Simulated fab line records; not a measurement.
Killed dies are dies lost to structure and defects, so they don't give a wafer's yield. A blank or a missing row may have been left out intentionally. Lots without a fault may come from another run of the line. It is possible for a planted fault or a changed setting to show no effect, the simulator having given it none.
2 desks looking at one fault :: flow gf180mcu :: what lay behind the numbers comes last; until then each desk has only its own

FOR THE TOOL OWNER'S DESK: pvd sputter-01
The tool's own readings at GF_V2_SPUTTER_21 (material Ti, target thk 15 nm, time 80.02 s): means of the sampled wafers that have a number, for each lot that ran on this tool. Any lot whose mean is over 4 standard deviations away from the usual mean is out of limits and marked OUT; that distance is given in the brackets.
Columns: A = throttle valve pct at GF_V2_SPUTTER_21, usual 30.9 %
lot: L918
first seen here: day 21 16:58
A: 31.2

lot: L919
first seen here: day 22 02:59
A: 30.5

lot: L924
first seen here: day 23 22:11
A: 30.4

lot: L926
first seen here: day 24 07:42
A: 31.0

lot: L927
first seen here: day 24 21:02
A: 30.6

lot: L928
first seen here: day 25 04:24
A: 30.6

lot: L937
first seen here: day 28 04:04
A: 30.7
This desk's verdict: no lot among the 7 shows anything out of limits.

METROLOGY DESK
Lot by lot, what the gauges showed, no matter which tool ran the lot: averages of those sampled wafers that carry a number. Any lot whose mean is over 4 standard deviations away from the usual mean is out of limits and marked OUT; that distance is given in the brackets.
Columns: A = TOP_METAL_OVL at GF_TOP_METAL_OVL_MEAS_15, usual -0.1 nm
lot: L916
first seen here: day 28 12:53
A: -2.1

lot: L917
first seen here: day 29 04:58
A: -0.2

lot: L918
first seen here: day 29 08:27
A: -0.2

lot: L919
first seen here: day 29 16:49
A: -1.0

lot: L922
first seen here: day 30 10:14
A: -1.0

lot: L923
first seen here: day 30 12:45
A: 2.6

lot: L924
first seen here: day 31 02:56
A: -1.5

lot: L926
first seen here: day 31 09:28
A: -0.4

lot: L927
first seen here: day 31 22:07
A: -1.9

lot: L928
first seen here: day 32 01:32
A: 0.7

lot: L931
first seen here: day 32 14:34
A: 0.9

lot: L937
first seen here: day 34 10:50
A: -0.8

lot: L938
first seen here: day 34 15:31
A: 0.8
This desk's verdict: no lot among the 13 shows anything out of limits.

TAKEN TOGETHER
The tool owner's desk saw nothing out of limits.
The metrology desk saw nothing out of limits.

WHAT THE SIMULATOR HAD INSERTED
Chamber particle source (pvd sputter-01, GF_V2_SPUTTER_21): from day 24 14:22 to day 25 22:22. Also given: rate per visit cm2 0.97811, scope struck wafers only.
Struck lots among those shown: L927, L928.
